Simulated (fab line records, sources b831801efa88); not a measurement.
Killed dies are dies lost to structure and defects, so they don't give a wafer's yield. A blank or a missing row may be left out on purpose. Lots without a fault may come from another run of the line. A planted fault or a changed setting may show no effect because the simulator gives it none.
A struck lot beside a sound one | flow sky130 | 43 steps out of a route of 708
Sound: wafers L440.1, L440.4, L440.6. Struck: wafer L455.4. (L455.3, L455.5 of the same lot were not struck and are left out.) The cause comes at the end.
At each step with rows: each side's tool, then ch and its chambers, then its first start. Under that, the readings that differ: sound wafers | struck wafers | difference of the means | sigmas: that difference in standard deviations of wafers without a fault.
alike: readings whose means differ by less than 2 such deviations, and words and numbers that are the same on both sides. not compared: withheld readings, readings that some wafer has no value for, bounds like >300 that may hide the same value, and numbers for which the record gives no deviation and whose values overlap.
The two part at a step that has a row with sigmas, a row that says differs or no value, or rows on one side only. Numbers that don't overlap but have no deviation are shown without sigmas and don't part them. A reading that every wafer of one side lacks parts them only if that side has two wafers or more.

first, 9 steps without rows for these wafers: SKY_CAP2M_CLEAN_17 (cleans in O3/DIW); SKY_METAL4_DEHYDRATE_05 (time 60 s); SKY_METAL4_HMDS_06 (prime time 60 s); SKY_METAL4_COAT_07 (resist thk 60 nm); SKY_METAL4_COAT_08 (resist thk 1140 nm); SKY_METAL4_SOFTBAKE_09 (time 90 s); SKY_METAL4_EXPOSE_10 (exposes mask MM4, target cd 300 nm); SKY_METAL4_PEB_11; SKY_METAL4_DEVELOP_12 (develop time 60 s).
SKY_METAL4_CD_MEAS_13: target cd 300 nm.
  sound on cd_sem-01, day 42 05:25; struck on cd_sem-01, day 45 19:23
  alike: cd_nm
SKY_METAL4_OVL_MEAS_14:
  sound on overlay-02, day 42 05:32; struck on overlay-01, day 45 19:29
  alike: METAL4_OVL
SKY_METAL4_DESCUM_15: chemistry O2, time 8 s.
  sound on rie_metal-02 ch 0,1, day 42 05:35; struck on rie_metal-02 ch 0, day 45 19:31
  alike: chamber_pressure_mTorr, drypump_motor_current_A, he_backside_leak_sccm, oes_product_au
  not compared: rf_hours_counter_h
SKY_METAL4_ETCH_16: etches BARC in N2/H2, stops on SiO2, time 88.2 s, target depth 60 nm.
  sound on rie_metal-02 ch 0,1, day 42 05:37; struck on rie_metal-02 ch 0, day 45 19:35
  alike: chamber_pressure_mTorr, drypump_motor_current_A, he_backside_leak_sccm, oes_product_au, throttle_valve_pct
  not compared: rf_hours_counter_h
then, 1 step without rows for these wafers: SKY_METAL4_ETCH_17 (etches SiO2 in C4F8/O2/Ar, stops on TiN, time 3.9 s, target depth 15 nm).
SKY_METAL4_METAL_ETCH_18: etches the open film in Cl2/BCl3, stops on SiO2, target depth 845 nm, time 183.1 s.
  sound on rie_metal-04 ch 0,1, day 42 05:43; struck on rie_metal-04 ch 0, day 45 19:43
  reading                     | sound       | struck | difference | sigmas
  drypump_motor_current_A (A) | 6.1 4.7 4.7 | 6.1    | +0.9       | +2
  alike: chamber_pressure_mTorr, he_backside_leak_sccm, oes_product_au, throttle_valve_pct
  not compared: rf_hours_counter_h
then, 5 steps without rows for these wafers: SKY_METAL4_STRIP_19 (strips in O2/N2); SKY_METAL4_STRIP_20 (strips in post etch residue remover, time 1200 s); SKY_METAL4_CLEAN_21 (cleans in IPA, time 180 s); SKY_METAL4_CLEAN_22 (cleans in O3/DIW); SKY_VIA4_HDPCVD_00 (deposits SiO2, target thk 1750 nm, time 281.3 s).
SKY_VIA4_THK_MEAS_01:
  sound on film_metro-02, day 42 06:41; struck on film_metro-02, day 45 20:41
  reading              | sound          | struck | difference | sigmas
  VIA4_HDPCVD_THK (nm) | 1677 1695 1696 | 1652   | -37        | -2
SKY_VIA4_CMP_02: polishes SiO2.
  sound on cmp-02 ch 1,2,3, day 42 06:50; struck on cmp-01 ch 1, day 45 20:44
  alike: motor_current_A
SKY_VIA4_BOW_MEAS_03:
  sound on film_metro-01, day 42 07:02; struck on film_metro-01, day 45 21:04
  alike: VIA4_BOW
then, 7 steps without rows for these wafers: SKY_VIA4_DEHYDRATE_04 (time 60 s); SKY_VIA4_HMDS_05 (prime time 60 s); SKY_VIA4_COAT_06 (resist thk 1140 nm); SKY_VIA4_SOFTBAKE_07 (time 60 s); SKY_VIA4_EXPOSE_08 (exposes mask VIM4, target cd 800 nm); SKY_VIA4_PEB_09; SKY_VIA4_DEVELOP_10 (develop time 60 s).
SKY_VIA4_OVL_MEAS_11:
  sound on overlay-02, day 43 06:21; struck on overlay-02, day 46 17:40
  alike: VIA4_OVL
then, 6 steps without rows for these wafers: SKY_VIA4_ETCH_12 (etches SiO2 in C4F8/O2/Ar, stops on TiN, target depth 580 nm); SKY_VIA4_STRIP_13 (strips in O2/N2); SKY_VIA4_STRIP_14 (strips in post etch residue remover, time 1200 s); SKY_VIA4_CLEAN_15 (cleans in IPA, time 180 s); SKY_VIA4_CLEAN_16 (cleans in O3/DIW); SKY_VIA4_SPUTTER_17 (material TiN, target thk 20 nm, time 80 s).
SKY_VIA4_CVD_18: deposits W, target thk 505 nm, time 152.14 s.
  sound on cvd_w-01 ch 0,1, day 43 07:07; struck on cvd_w-02 ch 0, day 46 18:28
  alike: heater_power_w
SKY_VIA4_RS_MEAS_19: measures by four-point-probe.
  sound on film_metro-03, day 43 07:16; struck on film_metro-02, day 46 18:37
  alike: VIA4_W_RS
SKY_VIA4_THK_MEAS_20: measures by xrf.
  sound on film_metro-03, day 43 07:23; struck on film_metro-02, day 46 18:43
  alike: VIA4_W_THK
SKY_VIA4_CMP_21: polishes, stops on SiO2, t overpolish 25 s, target thk 0 nm.
  sound on cmp-01 ch 0,1,3, day 43 07:30; struck on cmp-02 ch 3, day 46 18:45
  alike: motor_current_A, overpolish_run_s, time_to_endpoint_s
then, 1 step without rows for these wafers: SKY_METAL5_SPUTTER_00 (material Ti, target thk 15 nm, time 10 s).
-- the record jumps here: 3 days lie between the struck wafers' starts before and after (it left off in module METAL5 and takes up again in module PAD_OPEN, whose first step shown is number 708 of the route) --
SKY_PAD_OPEN_PROBE_99:
  sound on prober-01, day 46 05:25; struck on prober-01, day 49 07:34
  reading                               | sound             | struck | difference | sigmas
  defect_limited_yield (%)              | 80.1 79.1 80.5    | 72.8   | -7.1       | -4
  killed_at_M4_up                       | 6 3 6             | 50     | +45        | +26
  killed_at_other                       | 1 1 1             | 0      | -1         | -2
  killed_dies                           | 98 103 96         | 134    | +35        | +4
  sort_bin_5_function (%)               | 13.4 11.8 10.4    | 18.5   | +6.6       | +4
  sort_n_pass                           | 394 389 396       | 358    | -35        | -4
  sort_yield_pct (%)                    | 80.1 79.1 80.5    | 72.8   | -7.1       | -4
  model.etest.tester.sort_n_pass        | 394 389 396       | 358    | -35        |
  model.etest.tester.sort_yield_pct (%) | 80.08 79.06 80.49 | 72.76  | -7.12      |
  model.etest.tester.sort_bin_5_pct (%) | 13.41 11.79 10.37 | 18.5   | +6.6       |
  model.etest.tester.sort_bin_3_pct (%) | 0.813 1.22 1.423  | 1.829  | +0.677     |
  alike: killed_at_M0_to_M3, killed_at_contacts, killed_at_front_end, killed_open, killed_short, sort_bin_3_pad_short, sort_bin_6_memory

WHERE THEY PART
First at SKY_METAL4_METAL_ETCH_18; last, within this record, at SKY_PAD_OPEN_PROBE_99.

WHY: what the simulator had put in
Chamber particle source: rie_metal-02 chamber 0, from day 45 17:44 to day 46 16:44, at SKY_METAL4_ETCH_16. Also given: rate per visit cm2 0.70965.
